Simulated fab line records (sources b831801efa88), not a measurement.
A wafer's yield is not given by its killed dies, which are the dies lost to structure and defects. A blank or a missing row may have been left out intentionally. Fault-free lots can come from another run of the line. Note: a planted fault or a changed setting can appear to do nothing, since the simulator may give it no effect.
One fault through the eyes of 2 desks :: flow sky130 :: what lay behind the numbers comes last; until then each desk has only its own

## FOR THE TOOL OWNER'S DESK: pvd sputter-03
The tool's own readings at SKY_METAL3_SPUTTER_04 (material TiN, target thk 70 nm, time 58.3 s): means of the sampled wafers that have a number, for each lot that ran on this tool. A lot is out of limits, marked OUT, if its mean lies more than 4 standard deviations from the usual mean; the brackets give that distance.
Columns: A = chamber pressure pa at SKY_METAL3_SPUTTER_04, usual 0.4000 Pa; B = throttle valve pct at SKY_METAL3_SPUTTER_04, usual 30.1 %
lot: L981
first seen here: day 37 03:36
A: 0.3999
B: 30.3

lot: L990
first seen here: day 40 03:54
A: 0.4322 (+44) OUT
B: 29.3

lot: L991
first seen here: day 40 08:49
A: 0.4324 (+44) OUT
B: 29.2
This desk finds L990, L991 out of limits, L990 being first, at day 40 03:54 (chamber pressure pa at SKY_METAL3_SPUTTER_04). L981: within limits.

## AT THE METROLOGY DESK
Means of the sampled wafers that have a number, per lot and without regard to the tool the lot ran on: this is what the gauges read. A lot is out of limits, marked OUT, if its mean lies more than 4 standard deviations from the usual mean; the brackets give that distance.
Columns: A = VIA2_W_RS at SKY_VIA2_RS_MEAS_22, usual 0.271 ohm/sq; B = VIA2_W_THK at SKY_VIA2_THK_MEAS_23, usual 425 nm
lot: L981
first seen here: day 37 03:01
A: 0.268
B: 424

lot: L982
first seen here: day 37 05:26
A: 0.272
B: 422

lot: L990
first seen here: day 40 03:21
A: 0.270
B: 433

lot: L991
first seen here: day 40 08:14
A: 0.275
B: 416

lot: L997
first seen here: day 41 23:13
A: 0.276
B: 417

lot: L999
first seen here: day 42 08:43
A: 0.266
B: 435
Result from this desk: across the 6 lots, nothing is out of limits.

## BROUGHT TOGETHER
At day 40 03:54, on L990, L991, the tool owner's desk was in a position to raise an alarm.
Nothing out of limits was seen by the metrology desk.
The metrology desk has L990, L991 on record, within its limits.
The lots listed all ran SKY_METAL3_SPUTTER_04 on pvd sputter-03.

## WHAT HAD BEEN PUT IN BY THE SIMULATOR
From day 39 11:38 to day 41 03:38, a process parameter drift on pvd sputter-03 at SKY_METAL3_SPUTTER_04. A move of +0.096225 in setting chamber pressure pa, from 0.4. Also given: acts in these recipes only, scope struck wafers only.
Struck lots among those shown: L990, L991.
How many hours passed from the start of the fault until each desk's first out-of-limits reading: the tool owner's desk, 16.
